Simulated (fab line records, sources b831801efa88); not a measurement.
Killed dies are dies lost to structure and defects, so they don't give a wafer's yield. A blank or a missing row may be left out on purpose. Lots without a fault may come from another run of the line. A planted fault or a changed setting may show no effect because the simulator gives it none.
fab line records | flow gf180mcu
record lots=14 wafers=42 last_day=34
route steps=602 shown V5@565 TOP_METAL@571
lots that met no fault: from a run of the same line without faults
start_h: hours from the record's first day to the start of the lot's first wafer shown | wait_h: hours since the lot's step before | " the same as in the row above | L1.1+2: a row that stands for several wafers | - no value, or no start given | * or withheld: withheld | < > ~ a bound
route shown NAME@n: a module of which the file shows steps, and the number in the route of the first | usual: mean/standard deviation of fault-free wafers | same: alike in all rows | chamber/n: place in a boat | sites: the reading at each site | _std_site: their standard deviation | _edge_site: outer sites' mean less inner sites' | radius_mm: how far each site lies from the wafer's centre | mask NAME#n: copy n | behind: the tool/chamber that last shaped the wafer | hold: why the lot was held/for how many hours/how that ended | device: the transistor (n, p or np) that didn't switch | end of line: the same wafers' tests at the end of the route | a step without rows: its recipe alone | killed: dies lost to structure and defects at the first sort, not the wafer's yield | map: a wafer's dies, x killed, . not, _ none there
set.NAME: the setting as run; set.NAME@STEP: as run at that earlier step | model.NAME: the simulator's own value behind a step, which no gauge read
steps of the route over a sample of lots; a table a step, a row a wafer
services: from which hour (start_h, from the record's first day; less than 0 if before it) a tool's chamber was out of use, for how many hours, and why
## steps
# step GF_V5_THK_MEAS_25
# recipe thk_meas_gauge=xrf reads=W_of_V5_CVD_23
# usual V5_W_THK=360/5.4
# columns lot.wafer tool chamber start_h wait_h V5_W_THK[nm]
L730.4 film_metro-01 - 637.72 0.1 357
L730.5 " - " " 364
L730.6 " - " " 362
L731.2 film_metro-04 - 646.28 0.1 361
L731.3 " - " " 354
L731.4 " - " " 358
L732.1 film_metro-04 - 650.62 0.1 355
L732.2 " - " " 365
L732.6 " - " " 363
L734.2 film_metro-01 - 669.53 0.1 361
L734.4 " - " " 360
L734.6 " - " " 365
L735.1 film_metro-02 - 672.32 0.1 363
L735.4 " - " " 367
L735.6 " - " " 361
L736.3 film_metro-01 - 690.11 0.1 360
L736.5 " - " " 358
L736.6 " - " " 367
L737.2 film_metro-04 - 690.52 0.1 366
L737.5 " - " " 356
L737.6 " - " " 368
L743.2 film_metro-02 - 734.04 0.1 362
L743.3 " - " " 354
L743.5 " - " " 354
L744.2 film_metro-04 - 739.63 0.1 353
L744.3 " - " " 355
L744.4 " - " " 359
L746.2 film_metro-02 - 751.37 0.1 351
L746.4 " - " " 354
L746.5 " - " " 357
L749.1 film_metro-02 - 763.21 0.1 354
L749.2 " - " " 361
L749.6 " - " " 363
L750.1 film_metro-01 - 773.39 0.1 369
L750.2 " - " " 364
L750.3 " - " " 372
L751.2 film_metro-01 - 778.22 0.1 364
L751.3 " - " " 359
L751.4 " - " " 364
L752.1 film_metro-04 - 782.56 0.1 371
L752.5 " - " " 365
L752.6 " - " " 361
# step GF_TOP_METAL_SPUTTER_04
# recipe material=TiN target_thk_nm=25 power_w=6500 time_s=20.8 chamber_pressure_pa=0.4
# usual throttle_valve_pct=29.8/0.92
# columns lot.wafer tool chamber start_h wait_h throttle_valve_pct
L730.4 pvd_sputter-04 - 638.24 0.0 31.9
L730.5 " - " " 31.5
L730.6 " - " " 28.7
L731.2 pvd_sputter-04 - 646.83 0.0 32.0
L731.3 " - " " 29.6
L731.4 " - " " 28.7
L732.1 pvd_sputter-01 - 651.18 0.0 28.4
L732.2 " - " " 30.0
L732.6 " - " " 28.5
L734.2 pvd_sputter-01 - 670.08 0.0 28.4
L734.4 " - " " 30.1
L734.6 " - " " 29.9
L735.1 pvd_sputter-02 - 672.87 0.0 29.5
L735.4 " - " " 29.5
L735.6 " - " " 30.0
L736.3 pvd_sputter-01 - 690.64 0.0 28.9
L736.5 " - " " 30.0
L736.6 " - " " 28.6
L737.2 pvd_sputter-02 - 691.06 0.0 29.9
L737.5 " - " " 29.7
L737.6 " - " " 29.4
L743.2 pvd_sputter-04 - 734.58 0.0 28.7
L743.3 " - " " 29.6
L743.5 " - " " 31.7
L744.2 pvd_sputter-01 - 740.18 0.0 28.6
L744.3 " - " " 28.0
L744.4 " - " " 29.8
L746.2 pvd_sputter-02 - 753.77 0.0 29.4
L746.4 " - " " 29.5
L746.5 " - " " 31.4
L749.1 pvd_sputter-02 - 763.84 0.0 29.6
L749.2 " - " " 29.6
L749.6 " - " " 29.5
L750.1 pvd_sputter-02 - 774.88 0.0 29.8
L750.2 " - " " 31.2
L750.3 " - " " 29.8
L751.2 pvd_sputter-04 - 780.88 0.0 28.9
L751.3 " - " " 29.6
L751.4 " - " " 29.2
L752.1 pvd_sputter-04 - 784.48 0.0 29.4
L752.5 " - " " 29.3
L752.6 " - " " 28.9
# step GF_TOP_METAL_THK_MEAS_06
# recipe thk_meas_gauge=xrf reads=AlCu_of_TOP_METAL_SPUTTER_02
# usual TOP_METAL_ALCU_THK=929/11
# columns lot.wafer tool chamber start_h wait_h TOP_METAL_ALCU_THK[nm]
L730.4 film_metro-02 - 638.42 0.1 917
L730.5 " - " " 920
L730.6 " - " " 923
L731.2 film_metro-03 - 646.99 0.1 922
L731.3 " - " " 945
L731.4 " - " " 933
L732.1 film_metro-04 - 651.33 0.1 921
L732.2 " - " " 945
L732.6 " - " " 929
L734.2 film_metro-02 - 670.24 0.1 930
L734.4 " - " " 931
L734.6 " - " " 941
L735.1 film_metro-04 - 673.02 0.1 912
L735.4 " - " " 918
L735.6 " - " " 925
L736.3 film_metro-04 - 690.81 0.1 934
L736.5 " - " " 939
L736.6 " - " " 928
L737.2 film_metro-04 - 691.22 0.1 928
L737.5 " - " " 933
L737.6 " - " " 921
L743.2 film_metro-03 - 734.74 0.1 915
L743.3 " - " " 922
L743.5 " - " " 907
L744.2 film_metro-04 - 740.37 0.1 918
L744.3 " - " " 919
L744.4 " - " " 936
L746.2 film_metro-02 - 753.93 0.1 934
L746.4 " - " " 933
L746.5 " - " " 925
L749.1 film_metro-04 - 763.99 0.1 942
L749.2 " - " " 930
L749.6 " - " " 936
L750.1 film_metro-02 - 775.03 0.1 925
L750.2 " - " " 915
L750.3 " - " " 915
L751.2 film_metro-02 - 781.04 0.1 930
L751.3 " - " " 943
L751.4 " - " " 931
L752.1 film_metro-03 - 784.63 0.1 938
L752.5 " - " " 919
L752.6 " - " " 918
# step GF_TOP_METAL_PEB_12
# recipe temp_c=withheld time_s=* resist=NOVOLAK
# usual chill_plate_temp_C=* exhaust_pa=45.0/0.82
# columns lot.wafer tool chamber start_h wait_h chill_plate_temp_C exhaust_pa
L730.4 litho_track-03 0 657.86 - * 44.6
L730.5 " 0 " " * 44.6
L730.6 " 0 " " * 44.7
L731.2 litho_track-02 0 666.47 - * 44.5
L731.3 " 0 " " * 44.8
L731.4 " 0 " " * 45.4
L732.1 litho_track-02 0 670.19 - * 46.6
L732.2 " 0 " " * 45.3
L732.6 " 0 " " * 45.0
L734.2 litho_track-04 0 688.60 - * 44.7
L734.4 " 0 " " * 45.2
L734.6 " 0 " " * 45.3
L735.1 litho_track-04 - 691.32 - - -
L735.4 " - " " - -
L735.6 " - " " - -
L736.3 litho_track-03 - 708.63 - - -
L736.5 " - " " - -
L736.6 " - " " - -
L737.2 litho_track-03 0 709.61 - * 45.1
L737.5 " 0 " " * 45.6
L737.6 " 0 " " * 43.6
L743.2 litho_track-04 0 751.80 - * 46.4
L743.3 " 0 " " * 44.1
L743.5 " 0 " " * 46.4
L744.2 litho_track-04 0 756.60 - * 43.7
L744.3 " 0 " " * 44.9
L744.4 " 0 " " * 45.1
L746.2 litho_track-03 0 768.51 - * 46.4
L746.4 " 0 " " * 45.2
L746.5 " 0 " " * 45.5
L749.1 litho_track-02 0 778.19 - * 45.1
L749.2 " 0 " " * 46.7
L749.6 " 0 " " * 44.8
L750.1 litho_track-04 0 789.12 - * 45.0
L750.2 " 0 " " * 44.6
L750.3 " 0 " " * 44.3
L751.2 litho_track-04 0 795.75 - * 45.0
L751.3 " 0 " " * 44.3
L751.4 " 0 " " * 45.4
L752.1 litho_track-03 0 799.13 - * 44.9
L752.5 " 0 " " * 45.8
L752.6 " 0 " " * 44.9
## services
# columns tool chamber start_h hours kind
pvd_sputter-02 - 623.42 0.7 repair
pvd_sputter-02 - 654.66 1.7 repair
pvd_sputter-02 - 723.93 13.8 repair
pvd_sputter-04 - 737.40 2.3 repair
pvd_sputter-04 - 741.48 1.1 repair
## key
first_sign step=GF_TOP_METAL_PEB_12 reading=tool_record direction=missing
effect none on later readings
met_at GF_TOP_METAL_PEB_12
struck_lots L735,L736
sort_left_out L735.1,L735.4,L735.6,L736.3,L736.5,L736.6
not_acting_at GF_V5_THK_MEAS_25,GF_TOP_METAL_SPUTTER_04,GF_TOP_METAL_THK_MEAS_06
onset_between 688.60 691.32
fault kind=skipped_step_whole tool=litho_track-03,litho_track-04 chamber=- onset_h=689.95 steps=GF_TOP_METAL_PEB_12 scope=struck_lots_only
# sort_left_out: the simulated sort isn't trusted on such a fault, so these wafers' sort isn't shown, and their yield isn't known
